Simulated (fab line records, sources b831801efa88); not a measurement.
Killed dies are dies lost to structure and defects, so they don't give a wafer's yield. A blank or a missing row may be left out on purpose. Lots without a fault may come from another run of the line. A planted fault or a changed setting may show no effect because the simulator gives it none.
A struck lot beside a sound one | flow sky130 | 17 steps out of a route of 708
Sound: wafers L321.2, L321.4, L321.5. Struck: wafers L313.1, L313.4, L313.6. The cause comes at the end.
At each step with rows: each side's tool, then ch and its chambers, then its first start. Under that, the readings that differ: sound wafers | struck wafers | difference of the means | sigmas: that difference in standard deviations of wafers without a fault.
alike: readings whose means differ by less than 2 such deviations, and words and numbers that are the same on both sides. not compared: withheld readings, readings that some wafer has no value for, bounds like >300 that may hide the same value, and numbers for which the record gives no deviation and whose values overlap.
The two part at a step that has a row with sigmas, a row that says differs or no value, or rows on one side only. Numbers that don't overlap but have no deviation are shown without sigmas and don't part them. A reading that every wafer of one side lacks parts them only if that side has two wafers or more.

first, 3 steps without rows for these wafers: SKY_VIA1_EXPOSE_09 (exposes mask VIM, target cd 150 nm); SKY_VIA1_PEB_10; SKY_VIA1_DEVELOP_11 (develop time 60 s).
SKY_VIA1_CD_MEAS_12: target cd 150 nm.
  sound on cd_sem-01, day 39 02:23; struck on cd_sem-02, day 36 18:30
  alike: cd_nm
SKY_VIA1_OVL_MEAS_13:
  sound on overlay-02, day 39 02:29; struck on overlay-02, day 36 18:37
  alike: VIA1_OVL
SKY_VIA1_ETCH_14: etches BARC in N2/H2, stops on SiO2, time 45.9 s, target depth 60 nm.
  sound on rie_diel-04 ch 2,3, day 39 02:31; struck on rie_diel-04 ch 0,2,3, day 36 18:39
  alike: drypump_motor_current_A, oes_product_au, throttle_valve_pct
  not compared: rf_hours_counter_h
SKY_VIA1_ETCH_15: etches SiO2 in C4F8/O2/Ar, stops on TiN, target depth 351 nm, time 54 s.
  sound on rie_diel-04 ch 2,3, day 39 02:34; struck on rie_diel-04 ch 0,2,3, day 36 18:42
  alike: oes_product_au
  not compared: rf_hours_counter_h
SKY_VIA1_STRIP_16: strips in O2/N2.
  sound on plasma_asher-01 ch 0,1, day 39 02:37; struck on plasma_asher-03 ch 0,1, day 36 18:44
  alike: drypump_motor_current_A, o2_flow_sccm, oes_product_au, strip_time_to_endpoint_s
  not compared: rf_hours_counter_h
then, 3 steps without rows for these wafers: SKY_VIA1_STRIP_17 (strips in post etch residue remover, time 1200 s); SKY_VIA1_CLEAN_18 (cleans in IPA, time 180 s); SKY_VIA1_CLEAN_19 (cleans in O3/DIW).
SKY_VIA1_SPUTTER_20: material TiN, target thk 20 nm, time 80 s.
  sound on pvd_sputter-04, day 39 03:15; struck on pvd_sputter-01, day 36 19:20
  alike: chamber_pressure_pa, throttle_valve_pct
SKY_VIA1_CVD_21: deposits W, target thk 270 nm, time 80.902 s.
  sound on cvd_w-02 ch 0,1, day 39 03:19; struck on cvd_w-01 ch 0,1, day 36 19:24
  reading                            | sound             | struck            | difference | sigmas
  model.W_of_VIA1_CVD_21.thk_nm (nm) | 268.5 267.1 266.6 | 367.3 364.6 365.6 | +98.4      |
  alike: heater_power_w
SKY_VIA1_RS_MEAS_22: measures by four-point-probe.
  sound on film_metro-02, day 39 03:25; struck on film_metro-02, day 36 19:29
  reading            | sound             | struck            | difference | sigmas
  VIA1_W_RS (ohm/sq) | 0.429 0.431 0.433 | 0.312 0.315 0.313 | -0.118     | -28
SKY_VIA1_THK_MEAS_23: measures by xrf.
  sound on film_metro-02, day 39 03:32; struck on film_metro-02, day 36 19:37
  reading         | sound       | struck      | difference | sigmas
  VIA1_W_THK (nm) | 274 274 272 | 374 368 372 | +98        | +32
SKY_VIA1_CMP_24: polishes, stops on SiO2, t overpolish 15 s, target thk 0 nm.
  sound on cmp-01 ch 0,1,2, day 39 03:36; struck on cmp-01 ch 1,2, day 36 19:40
  reading                | sound    | struck   | difference | sigmas
  time_to_endpoint_s (s) | 66 62 67 | 88 93 86 | +24        | +8
  alike: motor_current_A, slurry_filter_dp_kPa
SKY_METAL2_SPUTTER_00: material Ti, target thk 15 nm, time 10 s.
  sound on pvd_sputter-03, day 39 03:54; struck on pvd_sputter-02, day 36 19:58
  alike: chamber_pressure_pa, throttle_valve_pct

WHERE THEY PART
First at SKY_VIA1_RS_MEAS_22; last, within this record, at SKY_VIA1_CMP_24. Later steps at which nothing parts them and some readings are alike: SKY_METAL2_SPUTTER_00.

WHY: what the simulator had put in
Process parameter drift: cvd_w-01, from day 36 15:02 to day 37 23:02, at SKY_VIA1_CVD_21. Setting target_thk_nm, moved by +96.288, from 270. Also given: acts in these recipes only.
